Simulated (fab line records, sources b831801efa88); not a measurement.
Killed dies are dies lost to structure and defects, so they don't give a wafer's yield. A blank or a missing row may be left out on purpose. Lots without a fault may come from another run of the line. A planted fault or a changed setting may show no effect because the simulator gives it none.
fab line records | flow sky130
record lots=5 wafers=15 last_day=48
route steps=708 shown VIA4@653 METAL5@661 PASSIVATION@681 PAD_OPEN@694
lots that met no fault: from a run of the same line without faults
start_h: hours from the record's first day to the start of the lot's first wafer shown | wait_h: hours since the lot's step before | " the same as in the row above | L1.1+2: a row that stands for several wafers | - no value, or no start given | * or withheld: withheld | < > ~ a bound
route shown NAME@n: a module of which the file shows steps, and the number in the route of the first | usual: mean/standard deviation of fault-free wafers | same: alike in all rows | chamber/n: place in a boat | sites: the reading at each site | _std_site: their standard deviation | _edge_site: outer sites' mean less inner sites' | radius_mm: how far each site lies from the wafer's centre | mask NAME#n: copy n | behind: the tool/chamber that last shaped the wafer | hold: why the lot was held/for how many hours/how that ended | device: the transistor (n, p or np) that didn't switch | end of line: the same wafers' tests at the end of the route | a step without rows: its recipe alone | killed: dies lost to structure and defects at the first sort, not the wafer's yield | map: a wafer's dies, x killed, . not, _ none there
set.NAME: the setting as run; set.NAME@STEP: as run at that earlier step | model.NAME: the simulator's own value behind a step, which no gauge read
lots at some steps of the route; a table a step, a row a wafer
services: from which hour (start_h, from the record's first day; less than 0 if before it) a tool's chamber was out of use, for how many hours, and why
## steps
# step SKY_VIA4_STRIP_14
# recipe chemistry=post_etch_residue_remover time_s=1200 temp_c=72.5
# step SKY_VIA4_CLEAN_15
# recipe chemistry=IPA time_s=180 temp_c=25
# step SKY_VIA4_CLEAN_16
# recipe chemistry=O3/DIW dry=n2_spin
# step SKY_VIA4_SPUTTER_17
# recipe material=TiN target_thk_nm=20 chamber_pressure_pa=5 power_w=4000 time_s=80
# usual cathode_dc_power_W=4000.0/0.74 throttle_valve_pct=30.2/0.88
# columns lot.wafer tool chamber start_h wait_h cathode_dc_power_W throttle_valve_pct
L463.1 pvd_sputter-03 - 1040.33 0.0 4000.0 28.7
L463.3 " - " " 4000.8 30.1
L463.5 " - " " 3999.8 29.1
L464.1 pvd_sputter-04 - 1045.15 0.0 4000.7 29.8
L464.2 " - " " 4000.1 29.7
L464.3 " - " " 3999.7 30.6
L466.2 pvd_sputter-04 - 1057.31 0.0 4001.2 29.6
L466.4 " - " " 3999.9 29.6
L466.6 " - " " 3999.2 29.5
L470.1 pvd_sputter-04 - 1084.58 0.0 4000.4 29.6
L470.4 " - " " 4000.3 30.5
L470.5 " - " " 4001.2 29.9
L473.1 pvd_sputter-03 - 1100.89 0.0 3999.2 28.7
L473.4 " - " " 3999.3 31.9
L473.5 " - " " 4001.9 28.8
# step SKY_VIA4_CVD_18
# recipe material=W target_thk_nm=505 time_s=152.14 temp_c=400 pressure_torr=40
# usual heater_power_w=896/77
# columns lot.wafer tool chamber start_h wait_h heater_power_w
L463.1 cvd_w-01 1 1040.39 0.0 1007
L463.3 " 1 " " 1010
L463.5 " 1 " " 999
L464.1 cvd_w-01 0 1045.22 0.0 846
L464.2 " 1 " " 1000
L464.3 " 0 " " 835
L466.2 cvd_w-02 1 1057.37 0.0 855
L466.4 " 0 " " 838
L466.6 " 1 " " 856
L470.1 cvd_w-01 0 1084.64 0.0 829
L470.4 " 1 " " 1009
L470.5 " 1 " " 1019
L473.1 cvd_w-02 0 1100.95 0.0 882
L473.4 " 0 " " 855
L473.5 " 0 " " 864
# step SKY_VIA4_RS_MEAS_19
# recipe thk_meas_gauge=four-point-probe reads=W_of_VIA4_CVD_18+TiN_of_VIA4_SPUTTER_17
# usual VIA4_W_RS=0.2255/0.0027
# columns lot.wafer tool chamber start_h wait_h VIA4_W_RS[ohm/sq]
L463.1 film_metro-02 - 1040.54 0.1 0.2229
L463.3 " - " " 0.2265
L463.5 " - " " 0.2241
L464.1 film_metro-04 - 1045.37 0.1 0.2209
L464.2 " - " " 0.2252
L464.3 " - " " 0.2209
L466.2 film_metro-04 - 1057.54 0.1 0.2290
L466.4 " - " " 0.2276
L466.6 " - " " 0.2266
L470.1 film_metro-03 - 1084.79 0.1 0.2264
L470.4 " - " " 0.2306
L470.5 " - " " 0.2317
L473.1 film_metro-03 - 1101.10 0.1 0.2271
L473.4 " - " " 0.2256
L473.5 " - " " 0.2263
# step SKY_VIA4_THK_MEAS_20
# recipe thk_meas_gauge=xrf reads=W_of_VIA4_CVD_18
# usual VIA4_W_THK=489/5.6
# columns lot.wafer tool chamber start_h wait_h VIA4_W_THK[nm]
L463.1 film_metro-02 - 1040.66 0.1 493
L463.3 " - " " 481
L463.5 " - " " 492
L464.1 film_metro-04 - 1045.49 0.1 499
L464.2 " - " " 491
L464.3 " - " " 499
L466.2 film_metro-04 - 1057.65 0.1 480
L466.4 " - " " 485
L466.6 " - " " 487
L470.1 film_metro-03 - 1084.91 0.1 485
L470.4 " - " " 478
L470.5 " - " " 477
L473.1 film_metro-03 - 1101.22 0.1 484
L473.4 " - " " 490
L473.5 " - " " 486
# step SKY_VIA4_CMP_21
# recipe stop_on=SiO2 t_overpolish_s=25 down_force_psi=3.5 platen_rpm=60 target_thk_nm=0 pad_velocity_m_s=0.94248
# step SKY_METAL5_SPUTTER_00
# recipe material=Ti target_thk_nm=15 power_w=3000 time_s=10 chamber_pressure_pa=0.4
# step SKY_METAL5_SPUTTER_01
# recipe material=TiN target_thk_nm=20 power_w=6500 time_s=16.7 chamber_pressure_pa=0.4
# step SKY_METAL5_SPUTTER_02
# recipe material=AlCu target_thk_nm=1150 power_w=10600 time_s=61.2 chamber_pressure_pa=0.4
# step SKY_METAL5_SPUTTER_03
# recipe material=Ti target_thk_nm=5 power_w=3000 time_s=3.3 chamber_pressure_pa=0.4
# usual cathode_dc_power_W=3000.1/0.56 throttle_valve_pct=30.3/0.78
# columns lot.wafer tool chamber start_h wait_h cathode_dc_power_W throttle_valve_pct
L463.1 pvd_sputter-04 - 1041.22 0.1 2999.6 29.6
L463.3 " - " " 2999.4 29.5
L463.5 " - " " 3000.7 29.8
L464.1 pvd_sputter-03 - 1045.95 0.0 3001.6 30.3
L464.2 " - " " 3001.0 32.1
L464.3 " - " " 3000.1 29.0
L466.2 pvd_sputter-02 - 1058.11 0.0 3000.1 30.2
L466.4 " - " " 3001.4 30.5
L466.6 " - " " 2999.5 31.0
L470.1 pvd_sputter-04 - 1085.70 0.0 2999.7 29.5
L470.4 " - " " 2999.7 30.8
L470.5 " - " " 2999.5 30.0
L473.1 pvd_sputter-04 - 1102.24 0.0 3000.0 29.8
L473.4 " - " " 2999.6 30.3
L473.5 " - " " 3000.2 29.6
# step SKY_METAL5_SPUTTER_04
# recipe material=TiN target_thk_nm=70 power_w=6500 time_s=58.3 chamber_pressure_pa=0.4
# usual cathode_dc_power_W=6500.0/1.2 throttle_valve_pct=30.3/0.73
# columns lot.wafer tool chamber start_h wait_h cathode_dc_power_W throttle_valve_pct model.TiN_of_METAL5_SPUTTER_04.thk_nm
L463.1 pvd_sputter-04 - 1041.25 0.0 6500.5 29.4 70.69
L463.3 " - " " 6499.5 29.8 70.72
L463.5 " - " " 6499.1 29.8 70.97
L464.1 pvd_sputter-03 - 1045.97 0.0 6499.1 30.1 70.52
L464.2 " - " " 6500.3 31.9 70.18
L464.3 " - " " 6498.5 29.1 69.98
L466.2 pvd_sputter-02 - 1058.13 0.0 6502.1 30.1 68.79
L466.4 " - " " 6499.6 30.6 69.31
L466.6 " - " " 6502.1 31.0 69.44
L470.1 pvd_sputter-04 - 1085.72 0.0 6499.4 29.8 70.02
L470.4 " - " " 6498.5 30.6 70.54
L470.5 " - " " 6499.9 30.3 70.29
L473.1 pvd_sputter-04 - 1102.26 0.0 6500.4 29.6 52.13
L473.4 " - " " 6500.6 30.2 52.51
L473.5 " - " " 6501.4 29.3 70.54
# step SKY_METAL5_RS_MEAS_05
# recipe thk_meas_gauge=four-point-probe reads=TiN_of_METAL5_SPUTTER_04+Ti_of_METAL5_SPUTTER_03+AlCu_of_METAL5_SPUTTER_02+TiN_of_METAL5_SPUTTER_01+Ti_of_METAL5_SPUTTER_00
# usual METAL5_ALCU_RS=0.02699/0.00027
# columns lot.wafer tool chamber start_h wait_h METAL5_ALCU_RS[ohm/sq]
L463.1 film_metro-01 - 1041.35 0.0 0.02722
L463.3 " - " " 0.02725
L463.5 " - " " 0.0274
L464.1 film_metro-02 - 1046.01 0.0 0.02736
L464.2 " - " " 0.02761
L464.3 " - " " 0.02749
L466.2 film_metro-02 - 1058.21 0.0 0.02672
L466.4 " - " " 0.0268
L466.6 " - " " 0.02676
L470.1 film_metro-01 - 1085.77 0.0 0.02724
L470.4 " - " " 0.02718
L470.5 " - " " 0.02704
L473.1 film_metro-04 - 1102.31 0.0 0.02762
L473.4 " - " " 0.02717
L473.5 " - " " 0.02701
# step SKY_METAL5_THK_MEAS_06
# recipe thk_meas_gauge=xrf reads=AlCu_of_METAL5_SPUTTER_02
# usual METAL5_ALCU_THK=1166/13
# columns lot.wafer tool chamber start_h wait_h METAL5_ALCU_THK[nm]
L463.1 film_metro-01 - 1041.47 0.1 1156
L463.3 " - " " 1156
L463.5 " - " " 1146
L464.1 film_metro-02 - 1046.13 0.1 1152
L464.2 " - " " 1137
L464.3 " - " " 1138
L466.2 film_metro-02 - 1058.32 0.1 1180
L466.4 " - " " 1178
L466.6 " - " " 1173
L470.1 film_metro-01 - 1085.89 0.1 1151
L470.4 " - " " 1157
L470.5 " - " " 1162
L473.1 film_metro-04 - 1102.43 0.1 1189
L473.4 " - " " 1200
L473.5 " - " " 1161
# step SKY_METAL5_DEHYDRATE_07
# recipe temp_c=200 time_s=60
# step SKY_METAL5_HMDS_08
# recipe prime_time_s=60 prime_temp_c=120
# step SKY_METAL5_COAT_09
# recipe resist=NOVOLAK spin_rpm=3000 resist_thk_nm=1800
# step SKY_METAL5_SOFTBAKE_10
# recipe temp_c=90 time_s=60 resist=NOVOLAK
# step SKY_METAL5_EXPOSE_11
# recipe mask_id=MM5 na=0.6 source_shape=conventional sigma_outer=0.6 polarization=unpolarized target_cd_nm=1600 dose_mj=190
# step SKY_METAL5_PEB_12
# recipe temp_c=withheld time_s=* resist=NOVOLAK
# step SKY_METAL5_DEVELOP_13
# recipe resist=NOVOLAK developer=TMAH develop_time_s=60 dev_temp_c=23
# step SKY_METAL5_DESCUM_14
# recipe chemistry=O2 source_power_w=150 bias_power_w=0 pressure_mtorr=10 temp_c=40 time_s=11
# usual drypump_motor_current_A=5.6/0.53 he_backside_leak_sccm=3.43/0.27 oes_product_au=0.998/0.0073
# columns lot.wafer tool chamber start_h wait_h drypump_motor_current_A he_backside_leak_sccm oes_product_au rf_hours_counter_h
L463.1 rie_metal-04 0 1063.15 0.1 6.4 3.38 0.992 3
L463.3 " 0 " " 6.4 3.34 1.000 -
L463.5 " 1 " " 5.5 3.52 1.012 -
L464.1 rie_metal-01 1 1067.85 0.1 5.1 3.52 1.015 19
L464.2 " 0 " " 6.2 3.46 1.006 4
L464.3 " 1 " " 5.1 3.49 1.003 -
L466.2 rie_metal-04 1 1080.27 0.1 5.5 3.55 1.006 11
L466.4 " 0 " " 6.3 3.38 0.994 -
L466.6 " 0 " " 6.4 3.37 1.003 -
L470.1 rie_metal-01 0 1105.80 0.1 6.2 3.27 0.995 6
L470.4 " 0 " " 6.2 3.53 0.992 -
L470.5 " 1 " " 5.1 3.43 1.006 -
L473.1 rie_metal-01 0 1122.22 0.1 6.2 3.55 1.008 8
L473.4 " 0 " " 6.2 3.53 0.998 -
L473.5 " 1 " " 5.1 3.36 1.003 -
# step SKY_METAL5_METAL_ETCH_15
# recipe target_depth_a=12600 stop_on=SiO2 over_etch_frac=0.2 time_s=252 chemistry=Cl2/BCl3 resist_sidewall_deg=86 pressure_mtorr=10 icp_w=900 bias_w=48.5 Cl2_flow_sccm=60 bcl3_flow_sccm=30
# step SKY_METAL5_STRIP_16
# recipe chemistry=O2/N2 power_w=1400 pressure_mtorr=1500 platen_temp_c=withheld o2_flow_sccm=3000 n2_flow_sccm=300 overash_fraction=0.5
# step SKY_METAL5_STRIP_17
# recipe chemistry=post_etch_residue_remover time_s=1200 temp_c=72.5
# columns lot.wafer tool chamber start_h wait_h model.TiN_of_METAL5_SPUTTER_04.thk_nm
L463.1 wet_bench-02 0 1063.52 0.1 70.27
L463.3 " 0 " " 70.3
L463.5 " 0 " " 70.54
L464.1 wet_bench-02 2 1068.22 0.1 70.11
L464.2 " 2 " " 69.76
L464.3 " 2 " " 69.57
L466.2 wet_bench-01 0 1080.64 0.1 68.37
L466.4 " 0 " " 68.89
L466.6 " 0 " " 69.02
L470.1 wet_bench-04 2 1106.17 0.1 69.6
L470.4 " 2 " " 70.12
L470.5 " 2 " " 69.87
L473.1 wet_bench-01 2 1122.62 0.1 51.71
L473.4 " 2 " " 52.09
L473.5 " 2 " " 70.12
# step SKY_METAL5_CLEAN_18
# recipe chemistry=IPA time_s=180 temp_c=25
# step SKY_METAL5_CLEAN_19
# recipe chemistry=O3/DIW dry=n2_spin
# step SKY_PASSIVATION_CVD_00
# recipe material=SiO2 target_thk_nm=90 temp_c=400 time_s=withheld rf_w=600
# step SKY_PASSIVATION_THK_MEAS_01
# recipe reads=SiO2_of_PASSIVATION_CVD_00
# usual PASSIVATION_CVD_00_THK=90.3/1.1
# columns lot.wafer tool chamber start_h wait_h PASSIVATION_CVD_00_THK[nm]
L463.1 film_metro-01 - 1064.07 - 88.8
L463.3 " - " " 90.6
L463.5 " - " " 90.8
L464.1 film_metro-03 - 1068.76 - 89.9
L464.2 " - " " 89.4
L464.3 " - " " 89.2
L466.2 film_metro-02 - 1081.20 - 88.0
L466.4 " - " " 90.0
L466.6 " - " " 89.0
L470.1 film_metro-03 - 1106.70 - 87.7
L470.4 " - " " 89.6
L470.5 " - " " 90.6
L473.1 film_metro-02 - 1123.14 - 88.7
L473.4 " - " " 90.1
L473.5 " - " " 89.8
# step SKY_PASSIVATION_CVD_02
# recipe material=Si3N4 target_thk_nm=540 temp_c=400 time_s=withheld rf_w=450
# usual heater_power_w=690/110
# columns lot.wafer tool chamber start_h wait_h heater_power_w
L463.1 pecvd-03 1 1064.13 0.1 797
L463.3 " 0 " " 693
L463.5 " 1 " " 848
L464.1 pecvd-03 2 1068.82 0.1 660
L464.2 " 0 " " 644
L464.3 " 1 " " 876
L466.2 pecvd-04 0 1081.25 0.0 614
L466.4 " 0 " " 636
L466.6 " 2 " " 612
L470.1 pecvd-04 2 1106.76 0.1 580
L470.4 " 2 " " 597
L470.5 " 0 " " 624
L473.1 pecvd-04 0 1123.20 0.1 544
L473.4 " 0 " " 579
L473.5 " 1 " " 638
# step SKY_PASSIVATION_THK_MEAS_03
# recipe reads=Si3N4_of_PASSIVATION_CVD_02
# usual PASSIVATION_CVD_02_THK=539/6.9
# columns lot.wafer tool chamber start_h wait_h PASSIVATION_CVD_02_THK[nm]
L463.1 film_metro-01 - 1064.35 - 537
L463.3 " - " " 540
L463.5 " - " " 539
L464.1 film_metro-02 - 1069.05 - 539
L464.2 " - " " 536
L464.3 " - " " 536
L466.2 film_metro-01 - 1081.48 - 538
L466.4 " - " " 551
L466.6 " - " " 550
L470.1 film_metro-01 - 1106.99 - 538
L470.4 " - " " 543
L470.5 " - " " 543
L473.1 film_metro-02 - 1123.42 - 530
L473.4 " - " " 532
L473.5 " - " " 537
# step SKY_PASSIVATION_DEHYDRATE_04
# recipe temp_c=200 time_s=60
# step SKY_PASSIVATION_HMDS_05
# recipe prime_time_s=60 prime_temp_c=120
# step SKY_PASSIVATION_COAT_06
# recipe spin_rpm=2000 resist_thk_nm=3000
# step SKY_PASSIVATION_SOFTBAKE_07
# recipe temp_c=110 time_s=withheld
# step SKY_PASSIVATION_EXPOSE_08
# recipe mask_id=NSM target_cd_nm=3000 na=0.57 dose_mj=260
# step SKY_PASSIVATION_PEB_09
# recipe temp_c=115 time_s=withheld
# step SKY_PASSIVATION_DEVELOP_10
# recipe develop_time_s=60 dev_temp_c=23
# step SKY_PASSIVATION_ETCH_11
# recipe chemistry=CF4/O2 target_depth_nm=725 stop_on=AlCu source_w=800 bias_w=150 pressure_mtorr=150 cf4_flow_sccm=80 O2_flow_sccm=10 time_s=161.1
# usual drypump_motor_current_A=6.0/0.39 oes_product_au=0.977/0.0071 throttle_valve_pct=5.964/0.0087
# columns lot.wafer tool chamber start_h wait_h drypump_motor_current_A oes_product_au rf_hours_counter_h throttle_valve_pct model.PASSIVATION.feature_depth_nm
L463.1 rie_diel-04 2 1084.50 - 5.4 0.977 13 5.951 701.3
L463.3 " 3 " " 5.9 0.974 6 5.969 706.3
L463.5 " 2 " " 5.4 0.987 - 5.972 705.7
L464.1 rie_diel-02 2 1090.32 - 5.4 0.977 18 5.963 703.9
L464.2 " 0 " " 6.4 0.978 26 5.972 700.2
L464.3 " 1 " " 6.0 0.969 21 5.962 699.9
L466.2 rie_diel-04 1 1101.85 - 6.6 0.976 8 5.950 699.1
L466.4 " 3 " " 6.0 0.995 - 5.948 714.7
L466.6 " 0 " " 6.4 0.980 - 5.968 713.2
L470.1 rie_diel-01 1 1126.62 - 5.8 0.972 24 5.967 700.2
L470.4 " 3 " " 6.1 0.986 6 5.966 707.8
L470.5 " 3 " " 6.1 0.976 - 5.967 708.6
L473.1 rie_diel-01 0 1142.25 - 5.7 0.958 25 5.980 675.1
L473.4 " 1 " " 5.8 0.956 25 5.953 679.6
L473.5 " 3 " " 6.1 0.973 - 5.967 701.7
# step SKY_PASSIVATION_STRIP_12
# recipe chemistry=O2/N2 power_w=1400 pressure_mtorr=1500 platen_temp_c=withheld overash_fraction=0.7 o2_flow_sccm=3000 n2_flow_sccm=300
# step SKY_PAD_OPEN_DEHYDRATE_00
# recipe temp_c=200 time_s=60
# step SKY_PAD_OPEN_ETCH_07
# recipe chemistry=CF4/O2 target_depth_nm=725 stop_on=AlCu source_w=800 bias_w=150 pressure_mtorr=150 cf4_flow_sccm=80 O2_flow_sccm=10 time_s=161.1
# usual drypump_motor_current_A=5.9/0.37 oes_product_au=0.978/0.0073 throttle_valve_pct=5.965/0.0085
# columns lot.wafer tool chamber start_h wait_h drypump_motor_current_A oes_product_au rf_hours_counter_h throttle_valve_pct model.PAD_OPEN.feature_depth_nm
L463.1 rie_diel-03 1 1104.90 - 5.4 0.979 15 5.984 701.3
L463.3 " 3 " " 5.9 0.984 22 5.978 706.3
L463.5 " 0 " " 6.2 0.989 - 5.950 705.7
L464.1 rie_diel-02 3 1111.02 - 6.4 0.975 21 5.968 703.9
L464.2 " 0 " " 6.4 0.972 27 5.964 700.2
L464.3 " 2 " " 5.4 0.975 19 5.973 699.9
L466.2 rie_diel-01 2 1122.05 - 5.7 0.979 13 5.963 699.1
L466.4 " 0 " " 5.7 0.981 24 5.950 714.7
L466.6 " 2 " " 5.7 0.991 - 5.967 713.2
L470.1 rie_diel-02 2 1144.37 - 5.4 0.972 21 5.959 700.2
L470.4 " 1 " " 6.0 0.973 21 5.964 707.8
L470.5 " 3 " " 6.4 0.986 - 5.958 708.6
L473.1 rie_diel-02 0 1160.47 - 6.4 0.951 30 5.969 675.1
L473.4 " 3 " " 6.5 0.969 23 5.948 679.6
L473.5 " 0 " " 6.4 0.970 - 5.964 701.7
# step SKY_PAD_OPEN_PROBE_99
# usual defect_limited_yield=82.4/2 killed_at_M0_to_M3=44/6.8 killed_at_M4_up=3.4/2 killed_at_contacts=24/5.2 killed_at_front_end=15/5.2 killed_at_other=0.2/0.46 killed_dies=87/9.8 killed_open=47/7.5 killed_short=39/6.8 sort_bin_3_pad_short=0.8/0.37 sort_bin_5_function=10.5/1.5 sort_bin_6_memory=6.3/1.2 sort_n_pass=405/9.8 sort_yield_pct=82.4/2
# same gross_dies=492 killed_at_back_side=0 sort_bin_4_leakage[%]=0 sort_bin_8_speed[%]=0
# columns lot.wafer tool chamber start_h wait_h defect_limited_yield[%] killed_at_M0_to_M3 killed_at_M4_up killed_at_contacts killed_at_front_end killed_at_other killed_dies killed_open killed_short sort_bin_3_pad_short[%] sort_bin_5_function[%] sort_bin_6_memory[%] sort_n_pass sort_yield_pct[%]
L463.1 prober-01 - 1107.22 0.1 82.3 49 4 17 17 0 87 47 40 1.4 8.5 7.7 405 82.3
L463.3 prober-01 - 1107.32 0.2 81.1 37 5 32 19 0 93 59 34 0 10.2 8.7 399 81.1
L463.5 prober-01 - 1107.42 0.2 82.3 47 4 19 17 0 87 42 45 0.6 11.2 5.9 405 82.3
L464.1 prober-02 - 1113.34 0.1 84.1 40 4 22 12 0 78 48 30 0.8 9.8 5.3 414 84.1
L464.2 prober-02 - 1113.39 0.1 86.2 31 8 22 7 0 68 32 36 0.8 8.3 4.7 424 86.2
L464.3 prober-02 - 1113.44 0.2 83.3 42 5 21 14 0 82 40 42 0.8 10.2 5.7 410 83.3
L466.2 prober-02 - 1124.46 0.1 83.5 45 5 15 15 1 81 38 43 1.6 8.3 6.5 411 83.5
L466.4 prober-02 - 1124.56 0.2 82.5 30 5 34 17 0 86 43 43 0.4 10.2 6.9 406 82.5
L466.6 prober-02 - 1124.66 0.2 77.4 56 4 32 19 0 111 62 49 0.6 15.0 6.9 381 77.4
L470.1 prober-01 - 1146.70 0.1 80.9 41 4 21 28 0 94 53 41 0.8 11.0 7.3 398 80.9
L470.4 prober-01 - 1146.85 0.2 84.3 39 2 23 13 0 77 52 25 1.0 8.5 6.1 415 84.3
L470.5 prober-01 - 1146.90 0.2 81.1 47 2 26 18 0 93 46 47 1.0 9.8 8.1 399 81.1
L473.1 prober-01 - 1162.79 0.1 83.1 38 2 30 13 0 83 34 49 1.4 9.3 6.1 409 83.1
L473.4 prober-01 - 1162.94 0.2 86.6 27 2 28 9 0 66 39 27 0.8 8.1 4.5 426 86.6
L473.5 prober-01 - 1162.99 0.2 82.5 39 4 29 14 0 86 47 39 0.4 10.4 6.7 406 82.5
# killed by level:class
L463.1 VIA3:geometric_particle:open=9 CONTACT:geometric_particle:open=8 VIA1:geometric_particle:open=7 FIELD_ISO:geometric_particle:open=6 VIA3:geometric_particle:short=6 POLY_GATE:geometric_particle:open=5 VIA1:geometric_particle:short=5 METAL3:geometric_particle:short=5
L463.3 CONTACT:geometric_particle:open=17 VIA1:geometric_particle:open=12 FIELD_ISO:geometric_particle:open=7 METAL1:geometric_particle:short=6 VIA1:geometric_particle:short=6 LI_CONTACT:geometric_particle:open=5 METAL2:geometric_particle:open=4 FIELD_ISO:geometric_particle:short=3
L463.5 VIA1:geometric_particle:open=10 VIA2:geometric_particle:open=8 VIA1:geometric_particle:short=7 METAL1:geometric_particle:short=6 CONTACT:geometric_particle:open=5 POLY_GATE:geometric_particle:short=5 LI_CONTACT:geometric_particle:open=4 LI_CONTACT:geometric_particle:short=4
L464.1 VIA3:geometric_particle:open=11 CONTACT:geometric_particle:open=10 FIELD_ISO:geometric_particle:open=6 VIA2:geometric_particle:open=6 LI_CONTACT:geometric_particle:open=5 CONTACT:geometric_particle:short=5 VIA1:geometric_particle:open=5 VIA3:geometric_particle:short=4
L464.2 VIA2:geometric_particle:open=9 CONTACT:geometric_particle:open=8 LI_CONTACT:geometric_particle:open=6 VIA1:geometric_particle:short=6 METAL2:geometric_particle:short=5 METAL1:geometric_particle:short=4 METAL4:geometric_particle:short=4 METAL4:geometric_particle:open=4
L464.3 METAL2:geometric_particle:short=11 CONTACT:geometric_particle:open=9 VIA1:geometric_particle:open=8 FIELD_ISO:geometric_particle:short=5 VIA3:geometric_particle:open=5 FIELD_ISO:geometric_particle:open=4 LI_CONTACT:geometric_particle:open=4 LOCAL_INTERCONNECT:geometric_particle:short=4
L466.2 VIA1:geometric_particle:open=12 POLY_GATE:geometric_particle:short=8 CONTACT:geometric_particle:open=8 METAL2:geometric_particle:short=7 METAL1:geometric_particle:short=5 VIA1:geometric_particle:short=5 CONTACT:geometric_particle:short=4 VIA2:geometric_particle:open=4
L466.4 CONTACT:geometric_particle:short=11 VIA1:geometric_particle:open=10 LI_CONTACT:geometric_particle:open=9 CONTACT:geometric_particle:open=8 FIELD_ISO:geometric_particle:short=4 FIELD_ISO:geometric_particle:open=4 LOCAL_INTERCONNECT:geometric_particle:short=4 VIA1:geometric_particle:short=4
L466.6 VIA1:geometric_particle:open=18 VIA2:geometric_particle:open=9 CONTACT:geometric_particle:open=8 CONTACT:geometric_particle:short=8 VIA1:geometric_particle:short=8 LOCAL_INTERCONNECT:geometric_particle:short=7 VIA3:geometric_particle:open=6 FIELD_ISO:geometric_particle:open=5
L470.1 VIA1:geometric_particle:open=9 VIA3:geometric_particle:open=8 FIELD_ISO:geometric_particle:open=7 LI_CONTACT:geometric_particle:open=7 FIELD_ISO:geometric_particle:short=6 VIA2:geometric_particle:open=6 POLY_GATE:geometric_particle:open=5 LOCAL_INTERCONNECT:geometric_particle:short=5
L470.4 VIA1:geometric_particle:open=10 LI_CONTACT:geometric_particle:open=9 CONTACT:geometric_particle:open=9 VIA2:geometric_particle:open=8 VIA3:geometric_particle:short=4 FIELD_ISO:geometric_particle:short=3 FIELD_ISO:geometric_particle:open=3 METAL2:geometric_particle:open=3
L470.5 VIA2:geometric_particle:open=9 LI_CONTACT:geometric_particle:open=9 POLY_GATE:geometric_particle:short=7 CONTACT:geometric_particle:open=7 CONTACT:geometric_particle:short=6 VIA1:geometric_particle:open=6 VIA1:geometric_particle:short=5 METAL2:geometric_particle:short=5
L473.1 LI_CONTACT:geometric_particle:short=8 LOCAL_INTERCONNECT:geometric_particle:short=8 VIA1:geometric_particle:open=8 VIA1:geometric_particle:short=6 METAL2:geometric_particle:short=6 FIELD_ISO:geometric_particle:open=5 LI_CONTACT:geometric_particle:open=5 CONTACT:geometric_particle:open=5
L473.4 LI_CONTACT:geometric_particle:open=9 CONTACT:geometric_particle:open=8 VIA1:geometric_particle:open=8 CONTACT:geometric_particle:short=7 METAL1:geometric_particle:short=5 POLY_GATE:geometric_particle:open=4 VIA2:geometric_particle:open=4 METAL2:geometric_particle:short=3
L473.5 CONTACT:geometric_particle:open=14 VIA1:geometric_particle:open=11 VIA1:geometric_particle:short=7 LI_CONTACT:geometric_particle:open=6 VIA3:geometric_particle:open=5 CONTACT:geometric_particle:short=5 METAL3:geometric_particle:short=5 POLY_GATE:geometric_particle:short=3
## services
# columns tool chamber start_h hours kind
rie_diel-04 1 1016.73 2.1 repair
rie_metal-04 1 1019.89 15.9 repair
pvd_sputter-04 - 1020.62 0.9 repair
pecvd-04 - 1031.93 2.8 pm
rie_diel-01 1 1039.92 1.5 repair
pvd_sputter-04 1 1041.35 - consumable_replace:kit
pvd_sputter-04 1 1041.35 18.0 scheduled_down
pvd_sputter-04 1 1041.35 18.0 vent_cycle
pvd_sputter-03 - 1052.32 6.8 repair
cvd_w-01 1 1056.72 15.2 repair
rie_diel-04 - 1058.04 2.6 repair
pecvd-03 - 1071.42 2.8 pm
pvd_sputter-03 - 1085.42 2.2 repair
rie_diel-04 3 1094.49 5.6 repair
cvd_w-01 - 1095.81 2.8 pm
rie_diel-02 1 1096.57 46.1 repair
rie_diel-01 - 1097.53 0.6 repair
pvd_sputter-03 2 1098.38 - consumable_replace:kit
pvd_sputter-03 2 1098.38 18.0 scheduled_down
rie_diel-04 2 1098.89 5.2 repair
rie_diel-04 0 1103.21 13.4 repair
cvd_w-01 0 1105.88 8.6 repair
rie_diel-03 2 1106.12 21.3 repair
pvd_sputter-04 - 1153.48 1.0 repair
## key
first_sign step=SKY_PASSIVATION_ETCH_11 reading=oes_product_au direction=down sigmas=2.8 usual=0.977 struck=0.957
effect none on later readings
model_effect step=SKY_METAL5_SPUTTER_04 value=TiN_of_METAL5_SPUTTER_04.thk_nm without=70.04 struck=52.32
model_effect step=SKY_METAL5_STRIP_17 value=TiN_of_METAL5_SPUTTER_04.thk_nm without=69.63 struck=51.9
model_effect step=SKY_PASSIVATION_ETCH_11 value=PASSIVATION.feature_depth_nm without=695 struck=677.3
model_effect step=SKY_PAD_OPEN_ETCH_07 value=PAD_OPEN.feature_depth_nm without=695 struck=677.3
met_at SKY_METAL5_SPUTTER_04
struck_wafers L473.1,L473.4
onset_between 1085.72 1102.26
fault kind=process_parameter_drift tool=pvd_sputter-04 chamber=- onset_h=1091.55 steps=SKY_METAL5_SPUTTER_04 channel=target_thk_nm offset=-17.72 shape=step end_h=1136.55 scope=struck_wafers_only acts_in=these_recipes_only stated=70
